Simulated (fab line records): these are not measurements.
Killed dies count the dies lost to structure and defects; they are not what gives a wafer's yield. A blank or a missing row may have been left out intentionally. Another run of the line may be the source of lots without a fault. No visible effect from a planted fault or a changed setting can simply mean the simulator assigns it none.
A struck lot beside a sound one	flow sky130	15 steps out of a route of 708
Sound: wafers L353.2, L353.5, L353.6. Wafers struck: L366.1, L366.2, L366.5. The cause comes at the end.
Order at every step that has rows: each side's tool, ch and its chambers, its first start. Under that, the readings that differ: sound wafers	struck wafers	difference of the means	sigmas: that difference in standard deviations of wafers without a fault.
alike: readings whose means differ by less than 2 such deviations, and words and numbers that are the same on both sides. not compared: withheld readings, readings that some wafer has no value for, bounds like >300 that may hide the same value, and numbers for which the record gives no deviation and whose values overlap.
Wherever a step has rows on one side only, a row that says differs or no value, or a row with sigmas, the two part there. Numbers that don't overlap but have no deviation are shown without sigmas and don't part them. A reading that every wafer of one side lacks parts them only if that side has two wafers or more.

SKY_METAL1_STRIP_20: strips in O2/N2.
  sound on plasma-asher-04 ch 0,1, day 32 21:20; struck on plasma-asher-02 ch 0,1, day 37 06:16
reading	sound	struck	difference	sigmas
oes-product-au (a.u.)	0.354 0.344 0.353	0.336 0.336 0.339	-0.013	-3
strip-time-to-endpoint-s (s)	2.73 2.72 2.75	2.66 2.57 2.61	-0.12	-3
  alike: drypump-motor-current-A
  not compared: rf-hours-counter-h
then, 4 steps without rows for these wafers: SKY_METAL1_STRIP_21 (strips in post etch residue remover, time 1200 s); SKY_METAL1_CLEAN_22 (cleans in IPA, time 180 s); SKY_METAL1_CLEAN_23 (cleans in O3/DIW); SKY_VIA1_HDPCVD_00 (deposits SiO2, target thk 1030 nm, time 171.7 s).
SKY_VIA1_THK_MEAS_01:
  struck on film-metro-04, day 37 07:05; sound on film-metro-01, day 32 22:03
  alike: VIA1_HDPCVD_THK
SKY_VIA1_CMP_02: polishes SiO2.
  sound on cmp-02 ch 2,3, day 32 22:06; struck on cmp-02 ch 1,2,3, day 37 07:08
  alike: motor-current-A
SKY_VIA1_BOW_MEAS_03:
  struck on film-metro-01, day 37 07:26; sound on film-metro-01, day 32 22:25
  alike: VIA1_BOW
then, 4 steps without rows for these wafers: SKY_VIA1_DEHYDRATE_04 (time 60 s); SKY_VIA1_HMDS_05 (prime time 60 s); SKY_VIA1_COAT_06 (resist thk 60 nm); SKY_VIA1_COAT_07 (resist thk 450 nm).
SKY_VIA1_SOFTBAKE_08: time 90 s.
  sound on litho-track-04 ch 0, day 33 11:00; struck on litho-track-04 ch 0, day 37 20:00
reading	sound	struck	difference	sigmas
heater-power-total-W (W)	57.28 57.25 57.25	58.28 58.21 58.22	+0.98	+8
plate-temp-C (C)	100.10 100.05 100.02	100.99 101.23 101.38	+1.14	+8
then, 1 step without rows for these wafers: SKY_VIA1_EXPOSE_09 (exposes mask VIM, target cd 150 nm).
-- the record jumps here: 11 days lie between the struck wafers' starts before and after (it left off in module VIA1 and takes up again in module PAD_OPEN, whose first step shown is number 708 of the route) --
SKY_PAD_OPEN_PROBE_99:
  struck on prober-01, day 49 03:56; sound on prober-01, day 45 20:16
  alike: defect-limited-yield, killed_at_M0_to_M3, killed_at_M4_up, killed-at-contacts, killed-at-front-end, killed-at-other, killed-dies, killed-on-rim, killed-open, killed-short

WHERE THEY PART
At SKY_METAL1_STRIP_20 first; at SKY_VIA1_SOFTBAKE_08 last (within this record only). Later steps at which nothing parts them and some readings are alike: SKY_PAD_OPEN_PROBE_99.

WHY: what the simulator had put in
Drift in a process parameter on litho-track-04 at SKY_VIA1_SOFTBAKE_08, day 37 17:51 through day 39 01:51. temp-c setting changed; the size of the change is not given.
